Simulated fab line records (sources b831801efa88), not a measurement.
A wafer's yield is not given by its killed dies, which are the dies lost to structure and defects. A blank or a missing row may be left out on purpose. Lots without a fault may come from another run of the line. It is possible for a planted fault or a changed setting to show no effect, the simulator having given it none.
A struck lot beside a sound one -- flow sky130 -- 15 steps out of a route of 708
Sound: wafers L367.1, L367.5, L367.6. Wafers L358.2, L358.3, L358.6 were the ones struck. At the end, the cause is stated.
Order at every step that has rows: each side's tool, ch and its chambers, its first start. Under that, the readings that differ: sound wafers -- struck wafers -- difference of the means -- sigmas: that difference in standard deviations of wafers without a fault.
alike: same words and numbers on both sides, and readings whose means sit less than 2 such deviations apart. not compared: any withheld reading, any reading some wafer has no value for, any bound like >300 that may hide the same value, and any number with overlapping values for which the record gives no deviation.
Wherever a step has rows on one side only, a row that says differs or no value, or a row with sigmas, the two part there. Numbers that don't overlap but have no deviation are shown without sigmas and don't part them. Lack of a reading on every wafer of one side parts them only where that side has two or more wafers.

first, 3 steps without rows for these wafers: SKY_VIA2_CLEAN_18 (cleans in IPA, time 180 s); SKY_VIA2_CLEAN_19 (cleans in O3/DIW); SKY_VIA2_SPUTTER_20 (material TiN, target thk 20 nm, time 80 s).
SKY_VIA2_CVD_21: deposits W, target thk 420 nm, time 126.4 s.
  sound on cvd-w-01 ch 0,1, day 41 10:03; struck on cvd-w-01 ch 0,1, day 38 21:02
  alike: chamber-pressure-Torr, heater-power-outer-w, heater-power-w, susceptor-temp-C
SKY_VIA2_RS_MEAS_22: a four-point-probe measurement.
  sound: film-metro-03 at day 41 10:11; struck: film-metro-03 at day 38 21:11
  alike: VIA2_W_RS
SKY_VIA2_THK_MEAS_23: measures by xrf.
  sound: film-metro-03 at day 41 10:18; struck: film-metro-03 at day 38 21:17
  alike: VIA2_W_THK
then, 1 step without rows for these wafers: SKY_VIA2_CMP_24 (polishes, stops on SiO2, t overpolish 20 s, target thk 0 nm).
SKY_METAL3_SPUTTER_00: material Ti, target thk 15 nm, time 10 s.
  sound: pvd-sputter-01 at day 41 10:40; struck: pvd-sputter-01 at day 38 21:38
  alike: throttle-valve-pct
then, 1 step without rows for these wafers: SKY_METAL3_SPUTTER_01 (material TiN, target thk 20 nm, time 16.7 s).
SKY_METAL3_SPUTTER_02: material AlCu, target thk 735 nm, time 37.31 s.
  sound: pvd-sputter-01 at day 41 10:43; struck: pvd-sputter-01 at day 38 21:41
  alike: throttle-valve-pct
SKY_METAL3_SPUTTER_03: material Ti, target thk 5 nm, time 3.3 s.
  sound: pvd-sputter-01 at day 41 10:45; struck: pvd-sputter-01 at day 38 21:44
  alike: throttle-valve-pct
then, 1 step without rows for these wafers: SKY_METAL3_SPUTTER_04 (material TiN, target thk 70 nm, time 58.3 s).
SKY_CAPM_CVD_00: deposits SiO2, target thk 15.5 nm.
  sound on pecvd-03 ch 1,2, day 41 10:49; struck on pecvd-04 ch 0,2, day 38 21:47
  no value came back on the struck wafers for heater-power-outer-w (W), heater-power-w (W), susceptor-temp-C (C); on the sound wafers heater-power-outer-w (W) reads 316 319 468
SKY_CAPM_SPUTTER_02: material TiN, target thk 200 nm, time 166.7 s.
  sound: pvd-sputter-02 at day 41 10:54; struck: pvd-sputter-04 at day 38 21:52
  alike: susceptor-temp-C, throttle-valve-pct
-- the record jumps here: 9 days lie between the struck wafers' starts before and after (it left off in module CAPM and takes up again in module PAD_OPEN, whose first step shown is number 708 of the route) --
SKY_PAD_OPEN_PROBE_99:
  sound: prober-01 at day 49 19:09; struck: prober-01 at day 47 20:29
reading,sound,struck,difference,sigmas
defect-limited-yield (%),80.9 80.1 83.1,0 0 0,-81,-43
killed-at-other,0 0 0,413 395 390,+399,+99 or more
killed-dies,94 98 83,492 492 492,+400,+43
killed-on-rim,22 19 16,96 96 96,+77,+20
sort_bin_5_function (%),10.6 11.0 10.6,93.3 92.1 91.7,+81.6,+54
sort-n-pass,398 394 409,0 0 0,-400,-43
sort-yield-pct (%),80.9 80.1 83.1,0 0 0,-81,-43
  alike: killed_at_M0_to_M3, killed_at_M4_up, killed-at-contacts, killed-at-front-end, killed-open, killed-short, sort_bin_3_pad_short, sort_bin_6_memory

== WHERE THEY PART ==
Last at SKY_PAD_OPEN_PROBE_99 as far as this record goes, first at SKY_CAPM_CVD_00.

WHY: the cause the simulator had injected
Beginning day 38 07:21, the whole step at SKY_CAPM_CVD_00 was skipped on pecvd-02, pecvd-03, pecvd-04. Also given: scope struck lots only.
